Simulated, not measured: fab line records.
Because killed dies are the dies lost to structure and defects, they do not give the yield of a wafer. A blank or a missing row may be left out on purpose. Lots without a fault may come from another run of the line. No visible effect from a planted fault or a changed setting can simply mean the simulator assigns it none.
A single fault, viewed from 2 desks + flow sky130 + numbers are kept per desk, each desk with only its own; the story behind them comes last

== THE METROLOGY DESK ==
What the gauges read for every lot (on any tool): the sampled wafers with a number, averaged. Any lot whose mean is over 4 standard deviations away from the usual mean is out of limits and marked OUT; that distance is given in the brackets.
Columns: A = LDD_HVN_OVL at SKY_LDD_HVN_OVL_MEAS_07, usual 1.0 nm; B = SD_N_OVL at SKY_SD_N_OVL_MEAS_08, usual 0.6 nm
| lot  | first seen here | A    | B    |
|------|-----------------|------|------|
| L888 | day 19 20:16    | 1.6  | -0.6 |
| L889 | day 20 05:47    | 0.9  | -1.0 |
| L890 | day 21 03:08    | 1.7  | 1.0  |
| L891 | day 21 09:52    | -2.5 | 0.7  |
| L894 | day 22 12:52    | 2.2  | 1.7  |
| L895 | day 22 22:35    | 2.2  | 1.8  |
| L896 | day 23 01:53    | -1.3 | 1.0  |
| L897 | day 23 23:53    | 0.3  | 0.1  |
| L898 | day 24 01:17    | 3.1  | -1.0 |
| L904 | day 26 20:14    | -1.0 | 1.6  |
| L906 | day 27 19:28    | 1.6  | -1.3 |
| L910 | day 28 09:44    | 0.9  | 1.7  |
Result from this desk: across the 12 lots, nothing is out of limits.

== AT THE TOOL OWNER'S DESK: krfScanner-02 ==
The tool's own readings at SKY_METAL4_EXPOSE_10 (exposes mask MM4, target cd 300 nm): means of the sampled wafers that have a number, for each lot that ran on this tool. Any lot whose mean is over 4 standard deviations away from the usual mean is out of limits and marked OUT; that distance is given in the brackets.
Columns: A = exposureDoseMJCm2 at SKY_METAL4_EXPOSE_10, usual 27.96; B = reticleTempC at SKY_METAL4_EXPOSE_10, usual 22.99 C
| lot  | first seen here | A                | B     |
|------|-----------------|------------------|-------|
| L888 | day 40 22:56    | 27.94            | 22.87 |
| L894 | day 42 21:04    | 27.95            | 23.05 |
| L895 | day 43 04:05    | 27.58 (-12) OUT  | 22.95 |
| L896 | day 43 05:38    | 27.57 (-13) OUT  | 23.02 |
| L897 | day 43 19:05    | 27.73 (-7.5) OUT | 22.91 |
| L898 | day 44 00:25    | 27.70 (-8.5) OUT | 22.96 |
This desk's finding: out of limits on L895, L896, L897, L898; first on L895, day 43 04:05 (exposureDoseMJCm2 at SKY_METAL4_EXPOSE_10). In limits: L888, L894.

== PUT TOGETHER ==
The tool owner's desk could have raised an alarm at day 43 04:05, on L895, L896, L897, L898.
Nothing out of limits was seen by the metrology desk.
The metrology desk holds a record of L895, L896, L897, L898, inside its limits.
Every lot named ran SKY_METAL4_EXPOSE_10 on krfScanner-02.

== WHAT THE SIMULATOR HAD PUT IN ==
Process parameter drift: krfScanner-02, from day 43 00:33 on, at SKY_METAL4_EXPOSE_10. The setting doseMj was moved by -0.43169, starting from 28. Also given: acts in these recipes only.
Lots struck among those shown: L895, L896, L897, L898.
Each desk's first reading out of limits, in hours after the fault started: the tool owner's desk, 4.
